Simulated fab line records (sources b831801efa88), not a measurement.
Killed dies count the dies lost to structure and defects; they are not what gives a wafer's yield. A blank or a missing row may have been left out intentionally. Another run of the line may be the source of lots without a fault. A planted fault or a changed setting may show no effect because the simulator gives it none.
Problem report, 8D (eight disciplines) form, completed by code | flow gf180mcu | the parts of the form that need people (team, actions taken, sign-off) are left out

1. WHAT WENT WRONG
At GF_V1_CVD_02, run length s averages 126.9 s over 6 wafers from 2 lots, while fault-free wafers read 122.6 s, standard deviation 0.53. That is +8.1 standard deviations from the usual mean.
The step: deposits SiO2 from TEOS, target thk 850 nm, time 94.851 s.
Earliest sighting: wafer L879.1 on pecvd-04 at day 20 03:21. Wafers with a number at this step in the record: 39, from 13 lots. Rule for "out" (also "out of limits"): further than 4 standard deviations from the usual mean. All remaining wafers that have a number are taken as sound.

2. WHAT IT IS AND WHAT IT IS NOT
question                    | is                     | is not
which readings at this step | run length s           | heater power w, rf fwd power W
which lots                  | L879, L881             | L871, L875, L876, L877, L878, L888, L889, L890, L892, L893, L894
which wafers of those lots  | all that have a number | -
read on which tools         | pecvd-04               | pecvd-01, pecvd-02
when                        | from day 20 03:21      | up to then (15 sound wafers); but 18 sound wafers of L888, L889, L890, L892, L893, L894 came after

3. WHAT RULES OUT EACH SUSPECT
Counting: a tool at any process step up to the reading remains a suspect when it ran all the lots that are out and ran no sound lot after the first of those.
- pecvd-04 at GF_V1_CVD_02 (deposits SiO2 from TEOS, target thk 850 nm, time 94.851 s): ruled out as a lasting fault. Sound lots L889, L890, L894 ran on it after its first lot that is out, L879 (day 20 03:21).
Left after counting: nothing in the record.

4. THE CAUSE (what the simulator had put in)
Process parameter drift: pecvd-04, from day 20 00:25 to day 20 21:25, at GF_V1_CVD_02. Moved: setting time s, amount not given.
Counting ruled it out, wrongly.

5. THE EFFECT CHAIN, in route order
Each row: a reading whose mean over the struck wafers that have a number lies more than 3 standard deviations from the usual. Only readings whose record carries a usual standard deviation are examined. hours: median over the lots of the time between each lot's start at the first step of this table that gives one and its start at this step. sigmas: the change, counted in usual standard deviations.
hours | step         | reading      | usual   | on struck wafers | change | sigmas
0     | GF_V1_CVD_02 | run length s | 122.6 s | 126.9            | +4.3   | +8.1
It contains these process steps:
- GF_V1_CVD_02: deposits SiO2 from TEOS, target thk 850 nm, time 94.851 s.
Later measuring or inspecting steps at which every struck wafer that the step has a row for has a number for every such reading, and none has moved that far: GF_V2_THK_MEAS_01, GF_V2_BOW_MEAS_05.

6. HOW IT WOULD HAVE BEEN CAUGHT EARLIER
3 hours passed between the start of the fault at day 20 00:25 and the first reading out of limits in this record, taken at day 20 03:21.
